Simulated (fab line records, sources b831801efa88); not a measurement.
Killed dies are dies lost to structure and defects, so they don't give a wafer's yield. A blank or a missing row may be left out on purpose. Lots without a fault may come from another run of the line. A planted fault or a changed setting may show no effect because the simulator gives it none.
Which tool did it? | flow gf180mcu | 6 lots, 18 wafers sampled, at 3 steps of a route of 602

WHAT THE GAUGES READ, wafer by wafer
GF_VT_IMPLANT_RS_MEAS_49: measures by four-point-probe.
lot  | measured     | on            | MVPSD_RS (ohm/sq)
L333 | day 8 05:04  | film_metro-03 | 1169.4 1168.5 1170.6
L335 | day 8 17:22  | film_metro-01 | 1172.8 1171.4 1173.0
L341 | day 10 08:09 | film_metro-02 | 1189.6 1190.8 1189.8
L345 | day 11 09:38 | film_metro-02 | 1168.3 1169.4 1167.4
L350 | day 13 02:43 | film_metro-03 | 1170.5 1166.7 1167.2
L353 | day 13 17:19 | film_metro-02 | 1169.1 1171.8 1168.4

WHICH TOOL RAN EACH LOT (tool, then ch and the chambers of the sampled wafers, then the start)
lot  | GF_NWELL_STRIP_10                   | GF_MVPSD_IMPLANT_09
L333 | plasma_asher-04 ch 0,1, day 3 19:38 | implanter-04 ch 0, day 5 13:38
L335 | plasma_asher-01 ch 0,1, day 4 05:14 | implanter-04 ch 0, day 6 01:17
L341 | plasma_asher-04 ch 0,1, day 5 14:06 | implanter-04 ch 0, day 7 11:46
L345 | plasma_asher-01 ch 0,1, day 6 10:11 | implanter-02 ch 0, day 8 10:26
L350 | plasma_asher-01 ch 0,1, day 7 18:20 | implanter-02 ch 0, day 9 21:44
L353 | plasma_asher-01 ch 0,1, day 8 07:15 | implanter-01 ch 0, day 10 10:43
- GF_NWELL_STRIP_10: strips in O2/N2.
- GF_MVPSD_IMPLANT_09

THE ANSWER, worked out from the rows above alone
Rule: what is usual is taken from the lots themselves. Put in order of their means at a reading, lots are off if they are a third of the lots or fewer, leave a main group of 4 or more, and stand apart from it by a gap of 3 or more times the standard deviation of the main group's means; of several such gaps the widest counts. A main group whose means are all the same, to the digits that the tables above print for the reading, isn't used. A lot without any number at a reading at which 4 lots or more have one is off too. The other lots that the step has rows for count as sound.
Off: L341, at GF_VT_IMPLANT_RS_MEAS_49 (MVPSD_RS). The main group: mean 1169.6 ohm/sq, standard deviation 1.5.
A tool fits if, at a process step before that reading, it ran every lot that is off, and no sound lot after the first of them. The gauges at GF_VT_IMPLANT_RS_MEAS_49 are tried like those tools. Can't be told from this: 2 tools fit, plasma_asher-04 at GF_NWELL_STRIP_10, implanter-04 at GF_MVPSD_IMPLANT_09.

WHAT THE SIMULATOR HAD PUT IN
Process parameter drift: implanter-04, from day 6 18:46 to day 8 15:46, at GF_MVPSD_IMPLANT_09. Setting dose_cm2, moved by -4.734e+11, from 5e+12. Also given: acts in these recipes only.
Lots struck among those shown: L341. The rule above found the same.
